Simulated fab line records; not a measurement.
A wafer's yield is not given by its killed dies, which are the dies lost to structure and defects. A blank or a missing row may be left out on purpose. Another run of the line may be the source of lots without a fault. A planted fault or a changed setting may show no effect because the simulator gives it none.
A lot that was struck, set against a sound lot    flow sky130    14 steps out of a route of 708
Sound: these wafers, L159.1, L159.3, L159.6. Wafers L151.4, L151.5, L151.6 were the ones struck. The cause is named last.
At each step with rows: each side's tool, then ch and its chambers, then its first start. Under that, the readings that differ: sound wafers    struck wafers    difference of the means    sigmas: that difference in standard deviations of wafers without a fault.
alike: same words and numbers on both sides, and readings whose means sit less than 2 such deviations apart. not compared: any withheld reading, any reading some wafer has no value for, any bound like >300 that may hide the same value, and any number with overlapping values for which the record gives no deviation.
Wherever a step has rows on one side only, a row that says differs or no value, or a row with sigmas, the two part there. When numbers do not overlap yet have no deviation, they are printed without sigmas and do not part them. Lack of a reading on every wafer of one side parts them only where that side has two or more wafers.

first, 6 steps without rows for these wafers: SKY_DNWELL_COAT_02 (resist thk 3000 nm); SKY_DNWELL_SOFTBAKE_03; SKY_DNWELL_EXPOSE_04 (exposes mask DNM, target cd 3000 nm); SKY_DNWELL_PEB_05; SKY_DNWELL_DEVELOP_06 (develop time 60 s); SKY_DNWELL_IMPLANT_07.
SKY_DNWELL_STRIP_08: strips in O2/N2.
  sound on plasma-asher-02 ch 1, day 7 15:22; struck on plasma-asher-02 ch 0,1, day 5 20:51
  alike: drypump-motor-current-A, oes-product-au, strip-time-to-endpoint-s
  not compared: rf-hours-counter-h
SKY_DNWELL_TW_MEAS_09:
  sound on film-metro-02 at day 7 15:28; struck on film-metro-02 at day 5 20:58
  alike: DNWELL_TW
then, 4 steps without rows for these wafers: SKY_PWDE_DEHYDRATE_00 (time 60 s); SKY_PWDE_HMDS_01 (prime time 60 s); SKY_PWDE_COAT_02 (resist thk 3000 nm); SKY_PWDE_SOFTBAKE_03.
SKY_PWDE_EXPOSE_04: exposes mask PWDEM, target cd 840 nm.
  sound on iline-stepper-01 ch 0, day 8 01:31; struck on iline-stepper-01, day 6 06:20
  no value came back on the struck wafers for exposure-dose-mJ-cm2, focus-offset-nm (nm), stage-vel-mm-s (mm/s); on the sound wafers exposure-dose-mJ-cm2 reads 214.04 214.17 214.29
  alike: mask
then, 1 step without rows for these wafers: SKY_PWDE_PEB_05.

== WHERE THEY PART ==
At SKY_PWDE_EXPOSE_04 and nowhere else, as far as this record goes.

WHY: whatever the simulator had introduced
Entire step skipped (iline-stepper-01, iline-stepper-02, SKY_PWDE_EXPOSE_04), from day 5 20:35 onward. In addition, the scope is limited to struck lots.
